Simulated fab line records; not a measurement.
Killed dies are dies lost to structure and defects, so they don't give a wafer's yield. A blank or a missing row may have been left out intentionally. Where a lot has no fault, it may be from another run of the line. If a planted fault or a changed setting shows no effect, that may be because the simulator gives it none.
Struck lot and sound lot, side by side    flow sky130    43 steps out of a route of 708
Sound: the wafers L988.2, L988.4, L988.6. The struck wafers were L996.1, L996.5, L996.6. At the end, the cause is stated.
For every step that has rows: the tool of each side, followed by ch and its chambers, followed by its first start. Under that, the readings that differ: sound wafers    struck wafers    difference of the means    sigmas: that difference in standard deviations of wafers without a fault.
alike: same words and numbers on both sides, and readings whose means sit less than 2 such deviations apart. not compared: any withheld reading, any reading some wafer has no value for, any bound like >300 that may hide the same value, and any number with overlapping values for which the record gives no deviation.
The two part at a step that has a row with sigmas, a row that says differs or no value, or rows on one side only. Non-overlapping numbers with no deviation appear without sigmas and do not part them. A reading that every wafer of one side lacks parts them only if that side has two wafers or more.

SKY_FIELD_ISO_THK_MEAS_04:
  sound on filmMetro-03 at day 2 12:15; struck on filmMetro-01 at day 4 01:55
  alike: FIELD_ISO_CVD_03_THK
then, 8 steps without rows for these wafers: SKY_FIELD_ISO_DEHYDRATE_05 (time 60 s); SKY_FIELD_ISO_HMDS_06 (prime time 60 s); SKY_FIELD_ISO_COAT_07 (resist thk 60.5 nm); SKY_FIELD_ISO_COAT_08 (resist thk 450 nm); SKY_FIELD_ISO_SOFTBAKE_09 (time 90 s); SKY_FIELD_ISO_EXPOSE_10 (exposes mask FOM, target cd 150 nm); SKY_FIELD_ISO_PEB_11; SKY_FIELD_ISO_DEVELOP_12 (develop time 60 s).
SKY_FIELD_ISO_CD_MEAS_13: the cd target is 150 nm.
  sound on cdSem-02 at day 3 03:43; struck on cdSem-01 at day 4 18:50
  alike: cdNm
SKY_FIELD_ISO_ETCH_14: etches BARC in N2/H2, stops on SiO2, time 45.9 s, target depth 60 nm.
  sound on rieDiel-03 ch 0,2, day 3 03:49; struck on rieDiel-03 ch 0,2,3, day 4 18:58
  alike: drypumpMotorCurrentA, oesProductAu, throttleValvePct
  not compared: rfHoursCounterH
SKY_FIELD_ISO_ETCH_15: etches the open film in CHF3/O2, stops on Si, target depth 180 nm, time 72 s.
  sound on rieDiel-03 ch 0,2, day 3 03:51; struck on rieDiel-03 ch 0,2,3, day 4 19:00
  alike: O2_flow_sccm, drypumpMotorCurrentA, oesProductAu, throttleValvePct
  not compared: rfHoursCounterH
SKY_FIELD_ISO_STRIP_16: strips in O2/N2.
  sound on plasmaAsher-03 ch 0,1, day 3 03:55; struck on plasmaAsher-03 ch 0,1, day 4 19:04
  alike: drypumpMotorCurrentA, oesProductAu, stripTimeToEndpointS
  not compared: rfHoursCounterH
SKY_FIELD_ISO_ETCH_17: etches Si in HBr/Cl2/O2, target depth 342 nm, time 97.7 s.
  sound on rieSi-02 ch 0,2, day 3 04:01; struck on rieSi-02 ch 2,3, day 4 19:10
  alike: O2_flow_sccm, drypumpMotorCurrentA, oesProductAu, throttleValvePct
  not compared: rfHoursCounterH
then, 5 steps without rows for these wafers: SKY_FIELD_ISO_WET_ETCH_18 (etches Si3N4 in H3PO4, target depth 25 nm, time 286 s); SKY_FIELD_ISO_CLEAN_19 (cleans in SC1/SC2, time 150 s); SKY_FIELD_ISO_CLEAN_20 (cleans in dHF, time 20 s); SKY_FIELD_ISO_WET_ETCH_21 (etches SiO2 in dHF, target depth 20 nm, time 400 s); SKY_FIELD_ISO_OXIDATION_22 (stabilise 600 s, purge 300 s, target thk 10 nm).
SKY_FIELD_ISO_THK_MEAS_23:
  sound on filmMetro-02 at day 3 05:33; struck on filmMetro-02 at day 4 20:40
  alike: FIELD_ISO_OXIDATION_01_THK
then, 1 step without rows for these wafers: SKY_FIELD_ISO_CVD_24 (deposits SiO2, target thk 595 nm, time 99.2 s).
SKY_FIELD_ISO_THK_MEAS_25:
  sound on filmMetro-02 at day 3 05:41; struck on filmMetro-01 at day 4 20:48
  alike: FIELD_ISO_CVD_24_THK
then, 1 step without rows for these wafers: SKY_FIELD_ISO_ANNEAL_26 (time 1800 s).
SKY_FIELD_ISO_CMP_27: polishes, stops on Si3N4, t overpolish 16 s, target thk 457.8 nm.
  sound on cmp-02 ch 0,1,3, day 3 07:17; struck on cmp-01 ch 1,2,3, day 4 22:28
  alike: motorCurrentA, overpolishRunS, slurryFlowMlMin, timeToEndpointS
then, 5 steps without rows for these wafers: SKY_FIELD_ISO_WET_ETCH_28 (etches SiO2 in dHF, target depth 23.7 nm, time 47 s); SKY_FIELD_ISO_WET_ETCH_29 (etches Si3N4 in H3PO4, target depth 160 nm, time 1825 s); SKY_FIELD_ISO_WET_ETCH_30 (etches SiO2 in dHF, target depth 25 nm, time 50 s); SKY_NWELL_CLEAN_00 (cleans in SC1/SC2, time 150 s); SKY_NWELL_OXIDATION_01 (stabilise 600 s, purge 300 s, target thk 10 nm).
SKY_NWELL_THK_MEAS_02:
  sound on filmMetro-03 at day 3 10:58; struck on filmMetro-04 at day 5 02:38
  alike: NWELL_OXIDATION_THK
then, 8 steps without rows for these wafers: SKY_DNWELL_DEHYDRATE_00 (time 60 s); SKY_DNWELL_HMDS_01 (prime time 60 s); SKY_DNWELL_COAT_02 (resist thk 3000 nm); SKY_DNWELL_SOFTBAKE_03; SKY_DNWELL_EXPOSE_04 (exposes mask DNM, target cd 3000 nm); SKY_DNWELL_PEB_05; SKY_DNWELL_DEVELOP_06 (develop time 60 s); SKY_DNWELL_IMPLANT_07.
SKY_DNWELL_STRIP_08: strips in O2/N2.
  sound on plasmaAsher-01 ch 0,1, day 4 02:29; struck on plasmaAsher-04 ch 0,1, day 5 20:13
  alike: drypumpMotorCurrentA, oesProductAu, stripTimeToEndpointS
  not compared: rfHoursCounterH
SKY_DNWELL_TW_MEAS_09:
  sound on filmMetro-03 at day 4 02:36; struck on filmMetro-03 at day 5 20:19
  alike: DNWELL_TW
then, 2 steps without rows for these wafers: SKY_PWDE_DEHYDRATE_00 (time 60 s); SKY_PWDE_HMDS_01 (prime time 60 s).
-- the record jumps here: 43 days lie between the struck wafers' starts before and after (it left off in module PWDE and takes up again in module PAD_OPEN, whose first step shown is number 708 of the route) --
SKY_PAD_OPEN_PROBE_99:
  sound on prober-01 at day 46 17:23; struck on prober-02 at day 48 18:04
reading           sound     struck      difference  sigmas
killedAtFrontEnd  8 16 15   36 55 36    +29         +7
killedDies        79 86 98  97 120 106  +20         +2
  alike: killed_at_M0_to_M3, killed_at_M4_up, killedAtContacts, killedAtOther, killedOpen, killedShort

## WHERE THEY PART
Within this record, at SKY_PAD_OPEN_PROBE_99 only.

WHY: whatever the simulator had introduced
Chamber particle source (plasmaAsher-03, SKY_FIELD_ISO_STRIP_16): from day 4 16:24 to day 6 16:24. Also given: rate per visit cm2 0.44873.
